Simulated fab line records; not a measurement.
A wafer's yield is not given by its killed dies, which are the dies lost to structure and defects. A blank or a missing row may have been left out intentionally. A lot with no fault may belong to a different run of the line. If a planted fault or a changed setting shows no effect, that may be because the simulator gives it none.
Which tool was responsible? || flow sky130 || 33 wafers from 11 lots sampled at 6 of the route's 708 steps

== WHAT THE GAUGES READ, wafer by wafer ==
SKY_SD_P_TW_MEAS_11.
{"lot": "L196", "measured": "day 27 05:19", "on": "film_metro-03", "SD_P_TW": "2837 2849 2845"}
{"lot": "L199", "measured": "day 28 04:11", "on": "film_metro-01", "SD_P_TW": "2861 2837 2858"}
{"lot": "L202", "measured": "day 29 02:32", "on": "film_metro-03", "SD_P_TW": "2818 2829 2821"}
{"lot": "L203", "measured": "day 29 10:25", "on": "film_metro-04", "SD_P_TW": "2840 2835 2832"}
{"lot": "L205", "measured": "day 30 11:28", "on": "film_metro-03", "SD_P_TW": "2833 2827 2831"}
{"lot": "L208", "measured": "day 31 02:17", "on": "film_metro-04", "SD_P_TW": "2842 2841 2844"}
{"lot": "L209", "measured": "day 31 07:50", "on": "film_metro-04", "SD_P_TW": "2829 2845 2842"}
{"lot": "L211", "measured": "day 31 23:34", "on": "film_metro-04", "SD_P_TW": "2839 2838 2855"}
{"lot": "L212", "measured": "day 32 14:17", "on": "film_metro-03", "SD_P_TW": "2830 2833 2849"}
{"lot": "L213", "measured": "day 32 16:44", "on": "film_metro-01", "SD_P_TW": "2849 2845 2841"}
{"lot": "L215", "measured": "day 33 02:32", "on": "film_metro-01", "SD_P_TW": "2817 2812 2815"}

SKY_SD_N_TW_MEAS_12.
{"lot": "L196", "measured": "day 29 16:36", "on": "film_metro-03", "SD_N_TW": "4008 3972 4004"}
{"lot": "L199", "measured": "day 30 13:25", "on": "film_metro-03", "SD_N_TW": "4007 3997 3967"}
{"lot": "L202", "measured": "day 31 10:41", "on": "film_metro-04", "SD_N_TW": "3966 3995 4005"}
{"lot": "L203", "measured": "day 31 18:52", "on": "film_metro-04", "SD_N_TW": "3981 3991 3992"}
{"lot": "L205", "measured": "day 32 18:49", "on": "film_metro-04", "SD_N_TW": "3994 4031 3996"}
{"lot": "L208", "measured": "day 33 08:45", "on": "film_metro-04", "SD_N_TW": "3995 3993 3984"}
{"lot": "L209", "measured": "day 33 12:52", "on": "film_metro-04", "SD_N_TW": "3984 3982 3968"}
{"lot": "L211", "measured": "day 34 06:17", "on": "film_metro-04", "SD_N_TW": "3990 4009 3984"}
{"lot": "L212", "measured": "day 34 19:57", "on": "film_metro-03", "SD_N_TW": "4008 4041 4025"}
{"lot": "L213", "measured": "day 34 22:07", "on": "film_metro-03", "SD_N_TW": "4045 4038 4026"}
{"lot": "L215", "measured": "day 35 08:06", "on": "film_metro-01", "SD_N_TW": "3991 3994 4017"}

SKY_LOCAL_INTERCONNECT_RS_MEAS_01: uses a four-point probe to measure.
{"lot": "L196", "measured": "day 30 22:31", "on": "film_metro-02", "LOCAL_INTERCONNECT_TIN_RS (ohm/sq)": "13.92 13.87 14.05"}
{"lot": "L199", "measured": "day 31 19:49", "on": "film_metro-01", "LOCAL_INTERCONNECT_TIN_RS (ohm/sq)": "14.24 14.18 14.40"}
{"lot": "L202", "measured": "day 32 16:59", "on": "film_metro-01", "LOCAL_INTERCONNECT_TIN_RS (ohm/sq)": "14.04 14.14 16.21"}
{"lot": "L203", "measured": "day 33 01:55", "on": "film_metro-01", "LOCAL_INTERCONNECT_TIN_RS (ohm/sq)": "16.13 14.04 14.06"}
{"lot": "L205", "measured": "day 33 23:57", "on": "film_metro-01", "LOCAL_INTERCONNECT_TIN_RS (ohm/sq)": "14.40 13.98 14.26"}
{"lot": "L208", "measured": "day 34 13:26", "on": "film_metro-01", "LOCAL_INTERCONNECT_TIN_RS (ohm/sq)": "13.96 13.98 14.18"}
{"lot": "L209", "measured": "day 34 17:37", "on": "film_metro-03", "LOCAL_INTERCONNECT_TIN_RS (ohm/sq)": "14.17 14.01 13.94"}
{"lot": "L211", "measured": "day 35 11:56", "on": "film_metro-01", "LOCAL_INTERCONNECT_TIN_RS (ohm/sq)": "13.98 14.12 14.08"}
{"lot": "L212", "measured": "day 36 00:59", "on": "film_metro-02", "LOCAL_INTERCONNECT_TIN_RS (ohm/sq)": "14.04 14.01 14.08"}
{"lot": "L213", "measured": "day 36 03:53", "on": "film_metro-02", "LOCAL_INTERCONNECT_TIN_RS (ohm/sq)": "14.30 14.21 14.33"}
{"lot": "L215", "measured": "day 36 13:17", "on": "film_metro-03", "LOCAL_INTERCONNECT_TIN_RS (ohm/sq)": "14.29 14.08 14.15"}

SKY_LOCAL_INTERCONNECT_THK_MEAS_02: measures by xrf.
{"lot": "L196", "measured": "day 30 22:37", "on": "film_metro-02", "LOCAL_INTERCONNECT_TIN_THK (nm)": "101.9 102.2 100.8"}
{"lot": "L199", "measured": "day 31 19:56", "on": "film_metro-01", "LOCAL_INTERCONNECT_TIN_THK (nm)": "98.5 98.3 97.2"}
{"lot": "L202", "measured": "day 32 17:05", "on": "film_metro-01", "LOCAL_INTERCONNECT_TIN_THK (nm)": "99.8 99.0 86.6"}
{"lot": "L203", "measured": "day 33 02:01", "on": "film_metro-01", "LOCAL_INTERCONNECT_TIN_THK (nm)": "87.1 99.1 99.3"}
{"lot": "L205", "measured": "day 34 00:04", "on": "film_metro-01", "LOCAL_INTERCONNECT_TIN_THK (nm)": "96.8 99.7 97.7"}
{"lot": "L208", "measured": "day 34 13:33", "on": "film_metro-01", "LOCAL_INTERCONNECT_TIN_THK (nm)": "99.9 99.7 98.4"}
{"lot": "L209", "measured": "day 34 17:44", "on": "film_metro-03", "LOCAL_INTERCONNECT_TIN_THK (nm)": "98.8 99.4 99.9"}
{"lot": "L211", "measured": "day 35 12:03", "on": "film_metro-01", "LOCAL_INTERCONNECT_TIN_THK (nm)": "99.1 98.6 98.6"}
{"lot": "L212", "measured": "day 36 01:05", "on": "film_metro-02", "LOCAL_INTERCONNECT_TIN_THK (nm)": "100.8 100.6 100.4"}
{"lot": "L213", "measured": "day 36 04:00", "on": "film_metro-02", "LOCAL_INTERCONNECT_TIN_THK (nm)": "99.5 100.0 98.9"}
{"lot": "L215", "measured": "day 36 13:24", "on": "film_metro-03", "LOCAL_INTERCONNECT_TIN_THK (nm)": "98.5 99.6 99.0"}

== WHAT TOOL EACH LOT RAN ON (gives the tool, then ch and the chambers of the sampled wafers, and finally the start) ==
{"lot": "L196", "SKY_LI_CONTACT_SPUTTER_20": "pvd_sputter-01, day 30 21:37", "SKY_LOCAL_INTERCONNECT_SPUTTER_00": "pvd_sputter-04, day 30 22:25"}
{"lot": "L199", "SKY_LI_CONTACT_SPUTTER_20": "pvd_sputter-01, day 31 18:55", "SKY_LOCAL_INTERCONNECT_SPUTTER_00": "pvd_sputter-02, day 31 19:44"}
{"lot": "L202", "SKY_LI_CONTACT_SPUTTER_20": "pvd_sputter-01, day 32 15:48", "SKY_LOCAL_INTERCONNECT_SPUTTER_00": "pvd_sputter-04, day 32 16:53"}
{"lot": "L203", "SKY_LI_CONTACT_SPUTTER_20": "pvd_sputter-02, day 33 00:59", "SKY_LOCAL_INTERCONNECT_SPUTTER_00": "pvd_sputter-04, day 33 01:50"}
{"lot": "L205", "SKY_LI_CONTACT_SPUTTER_20": "pvd_sputter-01, day 33 23:12", "SKY_LOCAL_INTERCONNECT_SPUTTER_00": "pvd_sputter-03, day 33 23:52"}
{"lot": "L208", "SKY_LI_CONTACT_SPUTTER_20": "pvd_sputter-01, day 34 12:42", "SKY_LOCAL_INTERCONNECT_SPUTTER_00": "pvd_sputter-02, day 34 13:22"}
{"lot": "L209", "SKY_LI_CONTACT_SPUTTER_20": "pvd_sputter-03, day 34 16:53", "SKY_LOCAL_INTERCONNECT_SPUTTER_00": "pvd_sputter-02, day 34 17:34"}
{"lot": "L211", "SKY_LI_CONTACT_SPUTTER_20": "pvd_sputter-02, day 35 11:11", "SKY_LOCAL_INTERCONNECT_SPUTTER_00": "pvd_sputter-04, day 35 11:52"}
{"lot": "L212", "SKY_LI_CONTACT_SPUTTER_20": "pvd_sputter-01, day 36 00:12", "SKY_LOCAL_INTERCONNECT_SPUTTER_00": "pvd_sputter-04, day 36 00:52"}
{"lot": "L213", "SKY_LI_CONTACT_SPUTTER_20": "pvd_sputter-03, day 36 03:09", "SKY_LOCAL_INTERCONNECT_SPUTTER_00": "pvd_sputter-04, day 36 03:49"}
{"lot": "L215", "SKY_LI_CONTACT_SPUTTER_20": "pvd_sputter-02, day 36 12:33", "SKY_LOCAL_INTERCONNECT_SPUTTER_00": "pvd_sputter-03, day 36 13:13"}
- SKY_LI_CONTACT_SPUTTER_20: material TiN, target thk 20 nm, time 80 s.
- SKY_LOCAL_INTERCONNECT_SPUTTER_00: material TiN, target thk 100 nm, time 83.3 s.

== WHAT THE TOOLS THEMSELVES READ (means of the sampled wafers that have a number; where no wafer has one, the mark that the record gives instead) ==
SKY_LI_CONTACT_SPUTTER_20.
{"lot": "L196", "tool": "pvd_sputter-01", "throttle_valve_pct (%)": 29.8}
{"lot": "L199", "tool": "pvd_sputter-01", "throttle_valve_pct (%)": 30.3}
{"lot": "L202", "tool": "pvd_sputter-01", "throttle_valve_pct (%)": 30.7}
{"lot": "L203", "tool": "pvd_sputter-02", "throttle_valve_pct (%)": 28.4}
{"lot": "L205", "tool": "pvd_sputter-01", "throttle_valve_pct (%)": 30.4}
{"lot": "L208", "tool": "pvd_sputter-01", "throttle_valve_pct (%)": 30.3}
{"lot": "L209", "tool": "pvd_sputter-03", "throttle_valve_pct (%)": 30.2}
{"lot": "L211", "tool": "pvd_sputter-02", "throttle_valve_pct (%)": 28.8}
{"lot": "L212", "tool": "pvd_sputter-01", "throttle_valve_pct (%)": 30.2}
{"lot": "L213", "tool": "pvd_sputter-03", "throttle_valve_pct (%)": 30.2}
{"lot": "L215", "tool": "pvd_sputter-02", "throttle_valve_pct (%)": 29.3}

SKY_LOCAL_INTERCONNECT_SPUTTER_00.
{"lot": "L196", "tool": "pvd_sputter-04", "susceptor_temp_C (C)": 299.97, "throttle_valve_pct (%)": 29.1}
{"lot": "L199", "tool": "pvd_sputter-02", "susceptor_temp_C (C)": 299.91, "throttle_valve_pct (%)": 28.6}
{"lot": "L202", "tool": "pvd_sputter-04", "susceptor_temp_C (C)": 299.85, "throttle_valve_pct (%)": 29.7}
{"lot": "L203", "tool": "pvd_sputter-04", "susceptor_temp_C (C)": 299.68, "throttle_valve_pct (%)": 30.1}
{"lot": "L205", "tool": "pvd_sputter-03", "susceptor_temp_C (C)": 300.01, "throttle_valve_pct (%)": 30.0}
{"lot": "L208", "tool": "pvd_sputter-02", "susceptor_temp_C (C)": 299.98, "throttle_valve_pct (%)": 29.1}
{"lot": "L209", "tool": "pvd_sputter-02", "susceptor_temp_C (C)": 300.09, "throttle_valve_pct (%)": 29.3}
{"lot": "L211", "tool": "pvd_sputter-04", "susceptor_temp_C (C)": 299.94, "throttle_valve_pct (%)": 30.1}
{"lot": "L212", "tool": "pvd_sputter-04", "susceptor_temp_C (C)": 300.04, "throttle_valve_pct (%)": 30.1}
{"lot": "L213", "tool": "pvd_sputter-04", "susceptor_temp_C (C)": 300.12, "throttle_valve_pct (%)": 29.4}
{"lot": "L215", "tool": "pvd_sputter-03", "susceptor_temp_C (C)": 300.07, "throttle_valve_pct (%)": 30.0}

== THE ANSWER, worked out from the rows above alone ==
Rule: the lots themselves supply what counts as usual. The widest of any qualifying gaps counts: lots, ordered by their means at a reading, are off when they make up no more than a third of the lots, leave a main group of 4 or more, and stand apart from it by 3 or more times the standard deviation of that group's means. Not used: any main group whose means are identical at the precision the tables above print for the reading. A lot without any number at a reading at which 4 lots or more have one is off too. Where the step has rows for the other lots, those lots are counted as sound. The gauges are gone through in route order, then the tools' own readings, and for those a lot's mean is taken as printed above. At the first step where some lot is off, the reading lying furthest off is the one used; lots without a number count as furthest.
Off: at SKY_LOCAL_INTERCONNECT_RS_MEAS_01 (LOCAL_INTERCONNECT_TIN_RS), L202, L203. Main group: mean 14.12 ohm/sq, sd 0.11.
A tool fits if, at a process step before that reading, it ran every lot that is off, and no sound lot after the first of them. The gauges at SKY_LOCAL_INTERCONNECT_RS_MEAS_01 are tried like those tools. Of those tried, none fits.

== WHAT THE SIMULATOR HAD PUT IN ==
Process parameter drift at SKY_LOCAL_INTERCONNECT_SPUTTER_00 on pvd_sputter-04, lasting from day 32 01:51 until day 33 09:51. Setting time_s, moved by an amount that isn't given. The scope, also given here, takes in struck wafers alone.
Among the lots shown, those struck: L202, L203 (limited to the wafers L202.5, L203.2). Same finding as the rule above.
